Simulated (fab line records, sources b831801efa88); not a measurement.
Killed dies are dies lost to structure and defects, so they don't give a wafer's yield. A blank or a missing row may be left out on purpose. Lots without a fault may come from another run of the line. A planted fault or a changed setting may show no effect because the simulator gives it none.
Which tool did it? | flow sky130 | 12 lots, 36 wafers sampled, at 2 steps of a route of 708

WHAT THE GAUGES READ, wafer by wafer
SKY_RES_XHIGH_TW_MEAS_09. Usual: RES_XHIGH_TW 1637, standard deviation 8.4.
lot  | measured     | on            | RES_XHIGH_TW   | flag
L118 | day 26 14:58 | film_metro-03 | 1639 1642 1639 |
L121 | day 27 17:13 | film_metro-03 | 1640 1640 1638 |
L122 | day 27 17:49 | film_metro-02 | 1632 1621 1624 |
L124 | day 29 03:53 | film_metro-01 | 1640 1646 1661 |
L125 | day 29 10:22 | film_metro-02 | 1633 1642 1635 |
L127 | day 29 20:59 | film_metro-02 | 1642 1639 1652 |
L129 | day 30 16:59 | film_metro-01 | 1654 1645 1651 |
L130 | day 31 02:52 | film_metro-03 | 1622 1631 1624 |
L131 | day 31 06:14 | film_metro-03 | 1617 1629 1623 |
L135 | day 32 14:04 | film_metro-01 | 1632 1632 1635 |
L136 | day 32 21:26 | film_metro-01 | 1628 1626 1639 |
L139 | day 33 17:19 | film_metro-03 | 1625 1633 1634 |

WHICH TOOL RAN EACH LOT (tool, then ch and the chambers of the sampled wafers, then the start)
lot  | SKY_POLY_GATE_ETCH_15
L118 | rie_diel-01 ch 0,2, day 16 06:04
L121 | rie_diel-02 ch 1,2,3, day 17 09:23
L122 | rie_diel-03 ch 0,2, day 17 11:39
L124 | rie_diel-03 ch 1,2,3, day 18 22:07
L125 | rie_diel-02 ch 1,2, day 19 05:38
L127 | rie_diel-01 ch 1,2,3, day 19 17:46
L129 | rie_diel-03 ch 1,2,3, day 20 18:16
L130 | rie_diel-01 ch 1,2,3, day 21 01:49
L131 | rie_diel-03 ch 1,2,3, day 21 07:34
L135 | rie_diel-01 ch 2,3, day 22 20:46
L136 | rie_diel-01 ch 2,3, day 22 23:37
L139 | rie_diel-03 ch 0,2,3, day 24 02:07
- SKY_POLY_GATE_ETCH_15: etches BARC in N2/H2, stops on SiO2, time 118.5 s, target depth 110 nm.

WHAT THE TOOLS THEMSELVES READ (means of the sampled wafers that have a number; where no wafer has one, the mark that the record gives instead)
SKY_POLY_GATE_ETCH_15. Usual: bias_w 100.0 W, standard deviation 0.31; drypump_motor_current_A 5.7 A, standard deviation 0.52; oes_product_au 0.717 a.u., standard deviation 0.0045; throttle_valve_pct 13.213 %, standard deviation 0.0097.
lot  | tool        | bias_w (W) | drypump_motor_current_A (A) | oes_product_au (a.u.) | throttle_valve_pct (%) | flag
L118 | rie_diel-01 | 99.8       | 5.9                         | 0.721                 | 13.200                 |
L121 | rie_diel-02 | 99.9       | 5.6                         | 0.720                 | 13.210                 |
L122 | rie_diel-03 | 100.1      | 6.1                         | 0.720                 | 13.214                 |
L124 | rie_diel-03 | 99.7       | 5.9                         | 0.716                 | 13.214                 |
L125 | rie_diel-02 | 99.7       | 5.7                         | 0.717                 | 13.217                 |
L127 | rie_diel-01 | 100.0      | 6.1                         | 0.716                 | 13.214                 |
L129 | rie_diel-03 | 99.9       | 5.9                         | 0.718                 | 13.208                 |
L130 | rie_diel-01 | 100.3      | 6.1                         | 0.712                 | 13.223                 |
L131 | rie_diel-03 | 99.8       | 5.9                         | 0.719                 | 13.214                 |
L135 | rie_diel-01 | 94.1       | 6.1                         | 0.715                 | 13.209                 | OFF
L136 | rie_diel-01 | 93.8       | 5.8                         | 0.713                 | 13.217                 | OFF
L139 | rie_diel-03 | 100.2      | 5.9                         | 0.720                 | 13.213                 |

THE ANSWER, worked out from the rows above alone
Rule: a lot is off if the mean of its wafers that have a number lies more than 3 standard deviations from the usual mean. A lot without any number at a reading at which 4 lots or more have one is off too. The other lots that the step has rows for count as sound. The gauges are gone through in route order, then the tools' own readings, and for those a lot's mean is taken as printed above. The first step at which some lot is off is used, and at that step the reading that is off furthest; a lot without a number counts as furthest.
Off: L135, L136, at SKY_POLY_GATE_ETCH_15 (bias_w).
A tool fits if, at that step or a process step before it, it ran every lot that is off, and no sound lot after the first of them. One fits: rie_diel-01 at SKY_POLY_GATE_ETCH_15. Its last sound lot is L130 (day 21 01:49), its first lot that is off L135 (day 22 20:46): a fault that began between those two fits.
The tool's own readings at SKY_POLY_GATE_ETCH_15 bear it out: on the lots that are off they differ by more than 5 times the standard deviation of the sound lots' means. bias_w reads 93.9 W there against 99.9 W on the sound lots.

WHAT THE SIMULATOR HAD PUT IN
Process parameter drift: rie_diel-01, from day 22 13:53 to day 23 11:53, at SKY_POLY_GATE_ETCH_15. Setting bias_w, moved by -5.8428, from 100. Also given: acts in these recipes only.
Lots struck among those shown: L135, L136. The rule above found the same.
